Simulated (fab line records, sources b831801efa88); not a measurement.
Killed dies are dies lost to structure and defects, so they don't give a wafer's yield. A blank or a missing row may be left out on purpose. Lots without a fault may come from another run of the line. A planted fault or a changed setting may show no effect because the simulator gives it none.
Chamber matching | flow gf180mcu | GF_V2_CMP_26 on cmp-01: 4 sister chambers
The step polishes, stops on SiO2, t overpolish 15 s, target thk 0 nm. 4 wafers are shown with their chamber, then 9 later ones without.

WAFERS WITH THEIR CHAMBER
wafer  | chamber | motor_current_A (A)
L076.1 | 0       | 9.6
L085.2 | 2       | 9.1
L085.4 | 3       | 10.9
L085.6 | 1       | 12.2

WAFERS WITHOUT THEIR CHAMBER
wafer  | motor_current_A (A)
L087.1 | 9.9
L087.3 | 9.5
L087.6 | 9.6
L089.1 | 11.7
L089.4 | 10.4
L089.6 | 9.3
L091.1 | 9.2
L091.2 | 10.1
L091.3 | 11.3

WHICH CHAMBER EACH WENT THROUGH
wafer  | from the rows above          | in truth
L087.1 | can't be placed: 0 or 2      | 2
L087.3 | can't be placed: 0 or 2      | 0
L087.6 | can't be placed: 0 or 2      | 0
L089.1 | can't be placed: 1 or 3      | 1
L089.4 | can't be placed: 3 or 0      | 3
L089.6 | can't be placed: 2 or 0      | 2
L091.1 | can't be placed: 2 or 0      | 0
L091.2 | can't be placed: 0 or 3 or 2 | 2
L091.3 | can't be placed: 3 or 1      | 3
Placed correctly: 0 of 9. Can't be placed from these rows: 9 (the true chamber is among the candidates in 9). Placed wrongly: 0.
How it was worked out, from the rows above alone: a wafer's distance from a chamber is the root of the sum, over the readings, of the square of ((its reading less the chamber's mean) divided by the reading's scatter). The wafer belongs to the nearest chamber; if the next one is less than 2 further off, it can't be placed. A chamber's mean is the mean of its shown wafers. The scatter: with one shown wafer a chamber, the root of the mean of the squares of how far each hidden wafer lies from its nearest shown one.
